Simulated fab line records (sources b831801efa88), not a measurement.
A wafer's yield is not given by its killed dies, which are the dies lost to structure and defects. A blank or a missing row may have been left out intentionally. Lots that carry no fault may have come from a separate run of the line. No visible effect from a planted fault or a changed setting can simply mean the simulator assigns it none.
fab line records	flow gf180mcu
record: lots: 7	wafers: 18	last_day: 32
route steps=602 shown CONTACT@307 M1@315 V1@335
lots that met no fault: from a run of the same line without faults
start_h: start of the lot's first displayed wafer, in hours after the record's first day	wait_h: hours from the lot's prior step to this one	" repeats the value in the row above	L1.1+2: a row that stands for several wafers	- no value, or no start was given	* or withheld: withheld	< > ~ a bound
route shown NAME@n: names a module that has steps shown in the file, with the first one's number in the route	usual: the fault-free wafers' mean and standard deviation	same: alike in all rows	chamber/n: place in a boat	sites: per-site readings	_std_site: the standard deviation of these	_edge_site: outer sites' mean less inner sites'	radius_mm: for every site, how far away it sits from the centre of the wafer	mask NAME#n: copy n	behind: tool/chamber where the wafer was last shaped	hold: the reason the lot was held/the length of the hold in hours/how it ended	device: transistor that didn't switch, given as n, p or np	end of line: tests of these same wafers at the route's end	a step with no rows: only its recipe	killed: the dies lost at the first sort to structure and to defects; this is not the yield of the wafer	map: a wafer's dies, marking killed ones x, the rest . and places with no die _
set.NAME: the setting as run; set.NAME@STEP: as run at that earlier step	model.NAME: the simulator's own value behind a step, which no gauge read
lots seen at some steps along the route; tables by step, rows by wafer
services: a tool's chamber out of use, with start hour (start_h, from the record's first day; less than 0 if before it), hours out, and reason
== steps ==
step: GF_CONTACT_CLEAN_20
recipe: chemistry: DIW
step: GF_CONTACT_CLEAN_21
recipe: chemistry: dHF	time_s: 20	dilution: 100:1	dry: ipa_marangoni
step: GF_CONTACT_SPUTTER_22
recipe: material: Ti	target_thk_nm: 15	chamber_pressure_pa: 5	power_w: 2500	substrate_temp_c: 200	time_s: 80.02
usual: chamber_pressure_pa: 5.001/0.01	throttle_valve_pct: 30.6/1.1
lot.wafer	tool	chamber	start_h	wait_h	chamber_pressure_pa	throttle_valve_pct
L766.2	pvd_sputter-01	-	385.23	0.0	4.983	31.7
L766.4	"	-	"	"	5.036	30.6
L766.6	"	-	"	"	4.996	31.4
L767.1	pvd_sputter-03	-	385.80	0.0	5.000	28.5
L767.2	"	-	"	"	5.021	31.3
L767.5	"	-	"	"	5.009	32.5
L771.2	pvd_sputter-03	-	424.77	0.0	5.000	32.4
L771.4	"	-	"	"	5.021	31.5
L771.5	"	-	"	"	4.991	30.6
L772.4	pvd_sputter-02	-	430.09	0.0	4.993	30.3
L772.5	"	-	"	"	5.016	29.6
L774.1	pvd_sputter-03	-	447.80	0.0	5.001	28.4
L774.2	"	-	"	"	5.010	30.7
L775.2	pvd_sputter-01	-	459.20	0.0	4.990	30.7
L775.4	"	-	"	"	5.005	31.3
L777.1	pvd_sputter-02	-	482.29	0.0	4.994	30.0
L777.5	"	-	"	"	5.013	30.6
L777.6	"	-	"	"	4.998	29.4
step: GF_CONTACT_SPUTTER_23
recipe: material: TiN	target_thk_nm: 10	chamber_pressure_pa: 5	power_w: 4000	time_s: 40
step: GF_CONTACT_CVD_24
recipe: material: W	target_thk_nm: 300	time_s: 90.339	temp_c: 400	pressure_torr: 40
step: GF_CONTACT_RS_MEAS_25
recipe: thk_meas_gauge: four-point-probe	reads: W_of_CONTACT_CVD_24+TiN_of_CONTACT_SPUTTER_23+Ti_of_CONTACT_SPUTTER_22
usual: CONTACT_W_RS: 0.378/0.0044
lot.wafer	tool	chamber	start_h	wait_h	CONTACT_W_RS[ohm/sq]
L766.2	film_metro-01	-	385.55	0.2	0.375
L766.4	"	-	"	"	0.375
L766.6	"	-	"	"	0.375
L767.1	film_metro-02	-	386.10	0.2	0.381
L767.2	"	-	"	"	0.380
L767.5	"	-	"	"	0.384
L771.2	film_metro-02	-	424.99	0.1	0.381
L771.4	"	-	"	"	0.379
L771.5	"	-	"	"	0.379
L772.4	film_metro-02	-	430.35	0.1	0.372
L772.5	"	-	"	"	0.375
L774.1	film_metro-03	-	448.00	0.1	0.381
L774.2	"	-	"	"	0.375
L775.2	film_metro-03	-	459.42	0.1	0.377
L775.4	"	-	"	"	0.372
L777.1	film_metro-03	-	482.49	0.1	0.379
L777.5	"	-	"	"	0.376
L777.6	"	-	"	"	0.373
step: GF_CONTACT_THK_MEAS_26
recipe: thk_meas_gauge: xrf	reads: W_of_CONTACT_CVD_24
usual: CONTACT_W_THK: 301/4.7
lot.wafer	tool	chamber	start_h	wait_h	CONTACT_W_THK[nm]
L766.2	film_metro-01	-	385.66	0.1	300
L766.4	"	-	"	"	299
L766.6	"	-	"	"	300
L767.1	film_metro-02	-	386.22	0.1	302
L767.2	"	-	"	"	302
L767.5	"	-	"	"	301
L771.2	film_metro-02	-	425.10	0.1	301
L771.4	"	-	"	"	306
L771.5	"	-	"	"	305
L772.4	film_metro-02	-	430.44	0.1	310
L772.5	"	-	"	"	308
L774.1	film_metro-03	-	448.12	0.1	296
L774.2	"	-	"	"	303
L775.2	film_metro-03	-	459.53	0.1	300
L775.4	"	-	"	"	303
L777.1	film_metro-03	-	482.61	0.1	297
L777.5	"	-	"	"	302
L777.6	"	-	"	"	302
step: GF_CONTACT_CMP_27
recipe: stop_on: SiO2	down_force_psi: 3.5	platen_rpm: 60	t_overpolish_s: 15	target_thk_nm: 0	pad_velocity_m_s: 0.94248
usual: motor_current_A: 11.4/1	overpolish_run_s: 15.001/0.0088	time_to_endpoint_s: 72/3.9
lot.wafer	tool	chamber	start_h	wait_h	motor_current_A	overpolish_run_s	time_to_endpoint_s
L766.4	cmp-01	0	385.76	0.1	11.2	15.003	69
L766.2	"	1	"	"	11.8	15.018	69
L766.6	"	3	"	"	10.0	15.007	76
L767.1	cmp-02	1	386.28	0.1	12.3	15.007	72
L767.2	"	0	"	"	11.5	14.989	80
L767.5	"	1	"	"	12.0	15.010	71
L771.4	cmp-02	0	425.15	0.0	11.1	15.006	77
L771.2	"	2	"	"	10.3	15.009	70
L771.5	"	1	"	"	12.1	14.992	69
L772.4	cmp-02	0	430.57	0.1	11.0	14.989	76
L772.5	"	3	"	"	13.3	15.014	70
L774.2	cmp-02	2	448.18	0.0	11.2	15.017	72
L774.1	"	0	"	"	10.9	14.997	74
L775.2	cmp-02	3	459.68	0.1	13.0	14.994	68
L775.4	"	0	"	"	11.1	14.994	71
L777.1	cmp-01	1	482.77	0.1	12.2	14.988	68
L777.6	"	3	"	"	10.1	15.002	79
L777.5	"	0	"	"	12.0	14.999	76
step: GF_M1_SPUTTER_00
recipe: material: Ti	target_thk_nm: 37.5	arriving_ion_energy_ev: 80	substrate_temp_c: 200	chamber_pressure_pa: 2	power_w: 4000	time_s: 150
step: GF_M1_SPUTTER_01
recipe: material: TiN	target_thk_nm: 30	power_w: 6500	time_s: 25	chamber_pressure_pa: 0.4
step: GF_M1_SPUTTER_02
recipe: material: AlCu	target_thk_nm: 450	power_w: 10600	time_s: 23.9	chamber_pressure_pa: 0.4
usual: chamber_pressure_pa: 0.3999/0.00077	throttle_valve_pct: 30.9/1.1
lot.wafer	tool	chamber	start_h	wait_h	chamber_pressure_pa	throttle_valve_pct
L766.2	pvd_sputter-04	-	386.14	0.0	0.4002	32.3
L766.4	"	-	"	"	0.4007	28.9
L766.6	"	-	"	"	0.3999	32.1
L767.1	pvd_sputter-01	-	386.72	0.0	0.4009	30.5
L767.2	"	-	"	"	0.4005	31.7
L767.5	"	-	"	"	0.4001	30.9
L771.2	pvd_sputter-01	-	425.58	0.0	0.4009	31.7
L771.4	"	-	"	"	0.4006	31.5
L771.5	"	-	"	"	0.3994	31.4
L772.4	pvd_sputter-04	-	430.90	0.0	0.3988	32.2
L772.5	"	-	"	"	0.3997	30.4
L774.1	pvd_sputter-04	-	448.61	0.0	0.3997	28.9
L774.2	"	-	"	"	0.3993	30.4
L775.2	pvd_sputter-04	-	460.01	0.0	0.3992	32.7
L775.4	"	-	"	"	0.3994	31.0
L777.1	pvd_sputter-01	-	483.11	0.0	0.3995	31.2
L777.5	"	-	"	"	0.4001	31.6
L777.6	"	-	"	"	0.3997	30.6
step: GF_M1_SPUTTER_03
recipe: material: Ti	target_thk_nm: 10	substrate_temp_c: 300	chamber_pressure_pa: 0.3	power_w: 3000	time_s: 6.7
usual: chamber_pressure_pa: 0.3000/0.00059	throttle_valve_pct: 30.9/1.1
lot.wafer	tool	chamber	start_h	wait_h	chamber_pressure_pa	throttle_valve_pct
L766.2	pvd_sputter-04	-	386.17	0.0	0.2998	32.6
L766.4	"	-	"	"	0.3003	28.8
L766.6	"	-	"	"	0.2997	32.2
L767.1	pvd_sputter-01	-	386.75	0.0	0.3011	30.8
L767.2	"	-	"	"	0.3000	31.9
L767.5	"	-	"	"	0.3016	30.5
L771.2	pvd_sputter-01	-	425.61	0.0	0.3002	31.6
L771.4	"	-	"	"	0.2996	31.7
L771.5	"	-	"	"	0.2998	31.2
L772.4	pvd_sputter-04	-	430.93	0.0	0.2991	32.3
L772.5	"	-	"	"	0.3002	30.7
L774.1	pvd_sputter-04	-	448.64	0.0	0.3003	29.0
L774.2	"	-	"	"	0.3008	30.6
L775.2	pvd_sputter-04	-	460.04	0.0	0.2997	32.3
L775.4	"	-	"	"	0.3005	31.2
L777.1	pvd_sputter-01	-	483.13	0.0	0.3012	31.3
L777.5	"	-	"	"	0.3007	31.8
L777.6	"	-	"	"	0.3001	30.8
step: GF_M1_SPUTTER_04
recipe: material: TiN	target_thk_nm: 50	power_w: 6500	time_s: 41.7	chamber_pressure_pa: 0.4
usual: chamber_pressure_pa: 0.4000/0.00077	throttle_valve_pct: 30.9/1.1
lot.wafer	tool	chamber	start_h	wait_h	chamber_pressure_pa	throttle_valve_pct	model.TiN_of_M1_SPUTTER_04.thk_nm
L766.2	pvd_sputter-04	-	386.19	0.0	0.3987	32.4	50.5
L766.4	"	-	"	"	0.3997	28.9	50.48
L766.6	"	-	"	"	0.4002	32.2	50.24
L767.1	pvd_sputter-01	-	386.77	0.0	0.3993	30.8	49.55
L767.2	"	-	"	"	0.3996	31.9	49.32
L767.5	"	-	"	"	0.3998	30.3	49.37
L771.2	pvd_sputter-01	-	425.63	0.0	0.4009	31.7	48.81
L771.4	"	-	"	"	0.3991	31.5	49.11
L771.5	"	-	"	"	0.4002	31.1	49.28
L772.4	pvd_sputter-04	-	430.95	0.0	0.3991	32.4	44.68
L772.5	"	-	"	"	0.4007	30.7	50.03
L774.1	pvd_sputter-04	-	448.66	0.0	0.4011	28.9	44.47
L774.2	"	-	"	"	0.3995	30.5	49.38
L775.2	pvd_sputter-04	-	460.06	0.0	0.4001	32.1	49.65
L775.4	"	-	"	"	0.4004	30.9	44.01
L777.1	pvd_sputter-01	-	483.16	0.0	0.3990	31.3	50.15
L777.5	"	-	"	"	0.4007	31.9	49.28
L777.6	"	-	"	"	0.4006	30.5	49.64
step: GF_M1_RS_MEAS_05
recipe: thk_meas_gauge: four-point-probe	reads: TiN_of_M1_SPUTTER_04+Ti_of_M1_SPUTTER_03+AlCu_of_M1_SPUTTER_02+TiN_of_M1_SPUTTER_01+Ti_of_M1_SPUTTER_00
usual: M1_ALCU_RS: 0.0692/0.001
lot.wafer	tool	chamber	start_h	wait_h	M1_ALCU_RS[ohm/sq]
L766.2	film_metro-04	-	386.25	0.0	0.0689
L766.4	"	-	"	"	0.0684
L766.6	"	-	"	"	0.0688
L767.1	film_metro-03	-	386.81	0.0	0.0699
L767.2	"	-	"	"	0.0696
L767.5	"	-	"	"	0.0699
L771.2	film_metro-04	-	425.69	0.0	0.0696
L771.4	"	-	"	"	0.0694
L771.5	"	-	"	"	0.0697
L772.4	film_metro-04	-	431.05	0.1	0.0690
L772.5	"	-	"	"	0.0684
L774.1	film_metro-01	-	448.70	0.0	0.0686
L774.2	"	-	"	"	0.0677
L775.2	film_metro-04	-	460.12	0.0	0.0684
L775.4	"	-	"	"	0.0673
L777.1	film_metro-04	-	483.20	0.0	0.0688
L777.5	"	-	"	"	0.0687
L777.6	"	-	"	"	0.0692
step: GF_M1_THK_MEAS_06
recipe: thk_meas_gauge: xrf	reads: AlCu_of_M1_SPUTTER_02
usual: M1_ALCU_THK: 455/6.9
lot.wafer	tool	chamber	start_h	wait_h	M1_ALCU_THK[nm]
L766.2	film_metro-04	-	386.36	0.1	456
L766.4	"	-	"	"	460
L766.6	"	-	"	"	457
L767.1	film_metro-03	-	386.93	0.1	448
L767.2	"	-	"	"	452
L767.5	"	-	"	"	452
L771.2	film_metro-04	-	425.80	0.1	452
L771.4	"	-	"	"	454
L771.5	"	-	"	"	452
L772.4	film_metro-04	-	431.14	0.1	458
L772.5	"	-	"	"	456
L774.1	film_metro-01	-	448.82	0.1	460
L774.2	"	-	"	"	461
L775.2	film_metro-04	-	460.23	0.1	460
L775.4	"	-	"	"	474
L777.1	film_metro-04	-	483.32	0.1	456
L777.5	"	-	"	"	457
L777.6	"	-	"	"	453
step: GF_M1_DEHYDRATE_07
recipe: temp_c: 200	time_s: 60
step: GF_M1_HMDS_08
recipe: prime_time_s: 60	prime_temp_c: 120
step: GF_M1_COAT_09
recipe: resist: KrF	spin_rpm: withheld	resist_thk_nm: 1000
step: GF_M1_SOFTBAKE_10
recipe: temp_c: 130	time_s: 60	resist: KrF
step: GF_M1_EXPOSE_11
recipe: mask_id: Metal1	target_cd_nm: 230	na: 0.68	source_shape: conventional	sigma_outer: 0.6	dose_mj: 28
step: GF_M1_PEB_12
recipe: peb_temp_c: 135	peb_time_s: 90	resist: KrF
step: GF_M1_DEVELOP_13
recipe: develop_time_s: 60	dev_temp_c: 21
step: GF_M1_CD_MEAS_14
recipe: target_cd_nm: 230
usual: cd_nm: 230.1/1
lot.wafer	tool	chamber	start_h	wait_h	cd_nm
L766.2	cd_sem-02	-	411.21	0.1	230.1
L766.4	"	-	"	"	229.2
L766.6	"	-	"	"	230.7
L767.1	cd_sem-02	-	411.78	0.1	229.4
L767.2	"	-	"	"	228.2
L767.5	"	-	"	"	229.0
L771.2	cd_sem-01	-	451.50	0.1	229.6
L771.4	"	-	"	"	229.7
L771.5	"	-	"	"	228.8
L772.4	cd_sem-01	-	456.89	0.1	230.3
L772.5	"	-	"	"	230.8
L774.1	cd_sem-02	-	471.64	0.1	228.8
L774.2	"	-	"	"	228.9
L775.2	cd_sem-01	-	482.85	0.1	230.6
L775.4	"	-	"	"	229.7
L777.1	cd_sem-01	-	505.68	0.1	229.9
L777.5	"	-	"	"	230.1
L777.6	"	-	"	"	230.1
step: GF_M1_OVL_MEAS_15
usual: M1_OVL: 1/4.7
lot.wafer	tool	chamber	start_h	wait_h	M1_OVL[nm]
L766.2	overlay-01	-	411.31	0.1	-2
L766.4	"	-	"	"	4
L766.6	"	-	"	"	-1
L767.1	overlay-01	-	411.90	0.1	-7
L767.2	"	-	"	"	-5
L767.5	"	-	"	"	-7
L771.2	overlay-02	-	451.61	0.1	9
L771.4	"	-	"	"	2
L771.5	"	-	"	"	5
L772.4	overlay-01	-	456.97	0.1	4
L772.5	"	-	"	"	-3
L774.1	overlay-02	-	471.76	0.1	-1
L774.2	"	-	"	"	-2
L775.2	overlay-02	-	482.96	0.1	6
L775.4	"	-	"	"	7
L777.1	overlay-02	-	505.80	0.1	-2
L777.5	"	-	"	"	-2
L777.6	"	-	"	"	1
step: GF_M1_METAL_ETCH_16
recipe: chemistry: Cl2/BCl3	mask_material: KrF	target_depth_nm: 750.8	stop_on: SiO2	pressure_mtorr: 8	icp_w: 800	bias_w: 140	Cl2_flow_sccm: 80	bcl3_flow_sccm: 40	time_s: 125.1
step: GF_M1_STRIP_17
recipe: chemistry: O2/N2	power_w: 1400	pressure_mtorr: 1500	platen_temp_c: 250	o2_flow_sccm: 3000	n2_flow_sccm: 300	overash_fraction: 0.5
step: GF_M1_STRIP_18
recipe: chemistry: post_etch_residue_remover	time_s: 1200	temp_c: 72.5
step: GF_M1_CLEAN_19
recipe: chemistry: DIW	dry: n2_spin
step: GF_V1_CVD_00
recipe: material: SiO2	target_thk_nm: 600	sigma_open_frac: 0.3	temp_c: 400	time_s: 100	sih4_flow_sccm: 60	pressure_mtorr: 6
step: GF_V1_THK_MEAS_01
recipe: reads: SiO2_of_V1_CVD_00
usual: V1_CVD_00_THK: 600/8.8
lot.wafer	tool	chamber	start_h	wait_h	V1_CVD_00_THK[nm]
L766.2	film_metro-04	-	412.10	0.0	606
L766.4	"	-	"	"	596
L766.6	"	-	"	"	599
L767.1	film_metro-04	-	412.81	0.0	586
L767.2	"	-	"	"	598
L767.5	"	-	"	"	592
L771.2	film_metro-02	-	452.55	0.1	592
L771.4	"	-	"	"	604
L771.5	"	-	"	"	601
L772.4	film_metro-02	-	457.75	0.0	602
L772.5	"	-	"	"	609
L774.1	film_metro-02	-	472.53	0.0	606
L774.2	"	-	"	"	593
L775.2	film_metro-01	-	483.73	0.0	608
L775.4	"	-	"	"	598
L777.1	film_metro-04	-	506.57	0.0	597
L777.5	"	-	"	"	603
L777.6	"	-	"	"	597
step: GF_V1_CVD_02
recipe: material: SiO2	target_thk_nm: 850	precursor: TEOS	temp_c: 400	time_s: 94.851	rf_w: 600
usual: heater_power_outer_w: 366/68	heater_power_w: 630/120
lot.wafer	tool	chamber	start_h	wait_h	heater_power_outer_w	heater_power_w
L766.2	pecvd-03	0	412.15	0.0	354	626
L766.4	"	1	"	"	287	510
L766.6	"	2	"	"	398	740
L767.1	pecvd-01	2	412.87	0.1	408	757
L767.2	"	1	"	"	375	668
L767.5	"	2	"	"	418	786
L771.2	pecvd-03	1	452.60	0.0	309	538
L771.4	"	2	"	"	495	888
L771.5	"	0	"	"	281	502
L772.4	pecvd-04	1	457.82	0.1	377	612
L772.5	"	2	"	"	372	601
L774.1	pecvd-01	2	472.59	0.1	316	681
L774.2	"	0	"	"	312	500
L775.2	pecvd-04	2	483.78	0.0	412	653
L775.4	"	1	"	"	293	512
L777.1	pecvd-03	2	506.63	0.1	548	941
L777.5	"	0	"	"	339	601
L777.6	"	2	"	"	399	735
step: GF_V1_THK_MEAS_03
recipe: reads: SiO2_of_V1_CVD_02
usual: V1_CVD_02_THK: 856/10
lot.wafer	tool	chamber	start_h	wait_h	V1_CVD_02_THK[nm]
L766.2	film_metro-01	-	412.23	0.0	853
L766.4	"	-	"	"	868
L766.6	"	-	"	"	876
L767.1	film_metro-01	-	412.94	0.0	855
L767.2	"	-	"	"	843
L767.5	"	-	"	"	863
L771.2	film_metro-01	-	452.68	0.0	840
L771.4	"	-	"	"	870
L771.5	"	-	"	"	869
L772.4	film_metro-02	-	457.88	0.0	855
L772.5	"	-	"	"	871
L774.1	film_metro-04	-	472.66	0.0	848
L774.2	"	-	"	"	847
L775.2	film_metro-02	-	483.86	0.0	856
L775.4	"	-	"	"	859
L777.1	film_metro-02	-	506.70	0.0	867
L777.5	"	-	"	"	860
L777.6	"	-	"	"	871
step: GF_V1_CMP_04
recipe: material: SiO2	down_force_psi: 4	platen_rpm: 60	pad_velocity_m_s: 0.94248
step: GF_V1_BOW_MEAS_05
recipe: mode: bow
usual: V1_BOW: 81/8.2
lot.wafer	tool	chamber	start_h	wait_h	V1_BOW[um]
L766.2	film_metro-02	-	412.60	0.3	80
L766.4	"	-	"	"	92
L766.6	"	-	"	"	90
L767.1	film_metro-01	-	413.59	0.2	73
L767.2	"	-	"	"	71
L767.5	"	-	"	"	71
L771.2	film_metro-02	-	453.05	0.2	78
L771.4	"	-	"	"	82
L771.5	"	-	"	"	79
L772.4	film_metro-04	-	458.27	0.3	82
L772.5	"	-	"	"	77
L774.1	film_metro-02	-	473.02	0.2	66
L774.2	"	-	"	"	78
L775.2	film_metro-04	-	484.23	0.1	81
L775.4	"	-	"	"	74
L777.1	film_metro-01	-	507.06	0.1	80
L777.5	"	-	"	"	82
L777.6	"	-	"	"	79
step: GF_V1_DEHYDRATE_06
recipe: temp_c: 200	time_s: 60
step: GF_V1_HMDS_07
recipe: prime_time_s: 60	prime_temp_c: 120
step: GF_V1_COAT_08
recipe: resist: BARC	temp_c: withheld	time_s: withheld	spin_rpm: withheld	resist_thk_nm: withheld
step: GF_V1_COAT_09
recipe: resist: KrF	spin_rpm: withheld	resist_thk_nm: 1000
step: GF_V1_SOFTBAKE_10
recipe: temp_c: 130	time_s: 60	resist: KrF
step: GF_V1_EXPOSE_11
recipe: mask_id: Via1	target_cd_nm: 260	na: 0.68	source_shape: conventional	sigma_outer: 0.6	dose_mj: 38
step: GF_V1_PEB_12
recipe: peb_temp_c: 135	peb_time_s: 90	resist: KrF
step: GF_V1_DEVELOP_13
recipe: develop_time_s: 60	resist: KrF	dev_temp_c: 21
step: GF_V1_STRIP_19
recipe: chemistry: post_etch_residue_remover	time_s: 1200	temp_c: 72.5
lot.wafer	tool	chamber	start_h	wait_h	model.TiN_of_M1_SPUTTER_04.thk_nm
L766.2	wet_bench-01	2	437.92	0.1	49.65
L766.4	"	2	"	"	49.64
L766.6	"	2	"	"	49.39
L767.1	wet_bench-01	0	439.87	0.1	48.72
L767.2	"	0	"	"	48.48
L767.5	"	0	"	"	48.53
L771.2	wet_bench-04	2	476.67	0.1	47.97
L771.4	"	2	"	"	48.28
L771.5	"	2	"	"	48.44
L772.4	wet_bench-01	3	481.37	0.0	43.84
L772.5	"	3	"	"	49.2
L774.1	wet_bench-01	2	495.47	0.1	43.63
L774.2	"	2	"	"	48.54
L775.2	wet_bench-04	3	506.87	0.1	48.81
L775.4	"	3	"	"	43.17
L777.1	wet_bench-03	1	529.79	0.1	49.31
L777.5	"	1	"	"	48.44
L777.6	"	1	"	"	48.8
== services ==
tool	chamber	start_h	hours	kind
pvd_sputter-02	-	367.13	2.7	repair
pecvd-03	-	368.88	14.0	pm
cmp-02	-	397.81	1.1	repair
cmp-02	-	404.16	4.0	pm
pvd_sputter-02	-	411.52	1.2	repair
cmp-01	-	411.76	4.4	repair
pecvd-01	2	443.97	3.4	repair
cmp-01	-	456.78	0.4	repair
cmp-02	-	457.47	0.8	repair
cmp-02	-	458.04	0.4	repair
pvd_sputter-01	-	472.45	0.9	repair
pvd_sputter-01	-	472.68	3.9	repair
wet_bench-04	-	477.24	2.3	repair
pecvd-01	-	478.40	0.5	repair
pecvd-04	-	488.09	6.0	pm
pecvd-04	0	497.18	8.2	repair
cmp-02	-	498.06	4.6	pm
pvd_sputter-02	-	509.91	2.2	repair
pvd_sputter-04	1	520.66	-	consumable_replace:kit
pvd_sputter-04	1	520.66	18.0	scheduled_down
pvd_sputter-04	1	520.66	18.0	vent_cycle
pecvd-04	-	521.37	0.3	repair
pvd_sputter-04	-	523.28	0.7	repair
cmp-02	-	523.61	2.6	repair
== key ==
first_sign none at tools or gauges
model_effect: step: GF_M1_SPUTTER_04	value: TiN_of_M1_SPUTTER_04.thk_nm	without: 49.95	struck: 44.39
model_effect: step: GF_V1_STRIP_19	value: TiN_of_M1_SPUTTER_04.thk_nm	without: 49.11	struck: 43.55
met_at GF_M1_SPUTTER_04
struck_wafers L772.4,L774.1,L775.4
onset_between 386.19 430.95
fault: kind: process_parameter_drift	tool: pvd_sputter-04	chamber: -	onset_h: 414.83	steps: GF_M1_SPUTTER_04	channel: target_thk_nm	offset: -5.5592	shape: step	end_h: 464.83	scope: struck_wafers_only	acts_in: these_recipes_only	stated: 50
